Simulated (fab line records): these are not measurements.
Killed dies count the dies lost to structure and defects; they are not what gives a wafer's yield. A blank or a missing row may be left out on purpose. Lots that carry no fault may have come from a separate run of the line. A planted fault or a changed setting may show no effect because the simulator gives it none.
Matching of chambers    flow gf180mcu    GF_V3_CVD_02 on pecvd-04: 3 sister chambers
The step deposits SiO2 from TEOS, target thk 850 nm, time 94.851 s. 18 wafers are shown with their chamber, then 9 later ones without.

== WAFERS PAIRED WITH THEIR CHAMBERS ==
wafer   chamber  heater_power_w (W)
L541.4  2        602
L541.5  1        652
L541.6  0        686
L552.1  0        707
L552.2  2        560
L552.6  0        703
L553.1  0        713
L553.3  2        577
L553.6  2        602
L554.1  2        495
L554.2  1        585
L554.6  0        744
L555.4  0        723
L555.5  2        605
L555.6  1        520
L558.1  1        558
L558.5  1        612
L558.6  0        653

SIGNATURES (means of the wafers above)
reading         chamber 0  chamber 1  chamber 2  scatter within a chamber
heater_power_w  704.14     585.40     573.50     40.1
Rule: a wafer's distance from a chamber is the root of the sum, over the readings, of the square of ((its reading less the chamber's mean) divided by the reading's scatter). The wafer belongs to the nearest chamber; if the next one is less than 2 further off, it can't be placed. The scatter is the square root of a quotient: the sum, over the shown wafers, of each reading's squared deviation from its chamber's mean, divided by wafers minus chambers.

== WAFERS WITHOUT THEIR CHAMBER ==
wafer   heater_power_w (W)
L559.1  525
L559.3  553
L559.4  589
L561.1  678
L561.2  685
L561.3  509
L562.2  688
L562.3  562
L562.4  595

== CHAMBER TAKEN BY EACH ==
wafer    from the rows above            in truth
L559.1   can't be placed: 2 or 1        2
L559.3   can't be placed: 2 or 1        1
L559.4   can't be placed: 1 or 2        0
L561.1   can't be placed: 0 or 1 or 2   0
L561.2   0                              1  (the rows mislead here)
L561.3   can't be placed: 2 or 1        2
L562.2   0                              0
L562.3   can't be placed: 2 or 1        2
L562.4   can't be placed: 1 or 2        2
Placed correctly: 1 of 9. Unplaceable from these rows: 7, with the true chamber sitting among the candidates in 6. 1 placed wrongly.
